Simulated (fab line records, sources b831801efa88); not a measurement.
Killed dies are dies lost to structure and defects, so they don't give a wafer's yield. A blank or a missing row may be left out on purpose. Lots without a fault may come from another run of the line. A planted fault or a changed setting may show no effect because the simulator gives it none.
Problem report in the 8D (eight disciplines) form, filled by code | flow sky130 | the parts of the form that need people (team, actions taken, sign-off) are left out

1. THE PROBLEM
CAPM_CVD_00_THK at SKY_CAPM_THK_MEAS_01 reads a mean of 8.70 nm on 4 wafers of 2 lots; wafers without a fault read 15.53 nm with a standard deviation of 0.29. That is -24 standard deviations from the usual mean.
First seen on wafer L889.3, day 40 21:14, on film_metro-01. The record holds 33 wafers of 11 lots with a number at this step. Rule for "out", or "out of limits": more than 4 standard deviations from the usual mean. The other wafers with a number count as sound.

2. WHAT IT IS AND WHAT IT IS NOT
question                    | is                             | is not
which readings at this step | CAPM_CVD_00_THK                | -
which lots                  | L889, L891                     | L879, L880, L881, L884, L885, L886, L888, L890, L899
which wafers of those lots  | L889.3, L889.4, L891.2, L891.5 | L889.1, L891.1
read on which gauges        | film_metro-01, film_metro-03   | film_metro-04
when                        | from day 40 21:14              | up to then (19 sound wafers); but 10 sound wafers of L888, L890, L891, L899 came after

3. SUSPECTS, AND WHAT RULES EACH OUT
Counting: a tool at a process step up to the reading stays a suspect if it ran every lot that is out. Sound lots after the first of them don't rule it out here, since some wafers of a struck lot are sound.
- the gauge at SKY_CAPM_THK_MEAS_01: ruled out. The wafers that are out were read on 2 gauges (film_metro-01, film_metro-03).
- rie_metal-02 at SKY_METAL2_ETCH_18 (etches BARC in N2/H2, stops on SiO2, time 45.9 s, target depth 60 nm): kept. It ran every lot that is out, first L889 (day 39 17:14); its last sound lot up to then is L885 (day 38 14:08).
- pecvd-04 at SKY_CAPM_CVD_00 (deposits SiO2, target thk 15.5 nm): kept. It ran every lot that is out, first L889 (day 40 21:12); its last sound lot up to then is L885 (day 39 18:02).
- Within pecvd-04 at SKY_CAPM_CVD_00: the wafers that are out ran in chamber 0; their sound lot-mates ran in chamber 1.
Left after counting: rie_metal-02 at SKY_METAL2_ETCH_18, pecvd-04 at SKY_CAPM_CVD_00.

4. THE CAUSE (what the simulator had put in)
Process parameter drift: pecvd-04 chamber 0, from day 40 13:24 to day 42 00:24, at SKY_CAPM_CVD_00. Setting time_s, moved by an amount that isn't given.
Counting left 2 suspects, and this tool is among them.

5. THE CHAIN OF EFFECTS, in route order
Each row: a reading whose mean over the struck wafers that have a number lies more than 3 standard deviations from the usual. Only readings for which the record gives a usual standard deviation are gone through. hours: the time from each lot's start at the first step in this table that gives one to its start at this step, as a median over the lots. sigmas: the change in usual standard deviations.
hours | step                 | reading         | usual      | on struck wafers | change | sigmas
0     | SKY_CAPM_THK_MEAS_01 | CAPM_CVD_00_THK | 15.53 nm   | 8.70             | -6.83  | -24
48    | SKY_METAL3_ETCH_17   | oes_product_au  | 0.755 a.u. | 0.590            | -0.165 | -21
The process steps in it:
- SKY_METAL3_ETCH_17: etches SiO2 in C4F8/O2/Ar, stops on TiN, time 3.9 s, target depth 15 nm.

6. WHAT WOULD HAVE CAUGHT IT SOONER
In this record the first reading out of limits at a measuring or inspecting step was taken at day 40 21:14, 8 hours after the fault began at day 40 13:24.
Of the tool readings at SKY_CAPM_CVD_00 for which the record gives a usual standard deviation, none was out on any struck wafer, so an alarm limit of 4 standard deviations on them would not have fired.
Of the lots that are out (2), L891 began SKY_CAPM_CVD_00 on pecvd-04 after day 40 21:14. A hold on the tool at that time would have spared it.
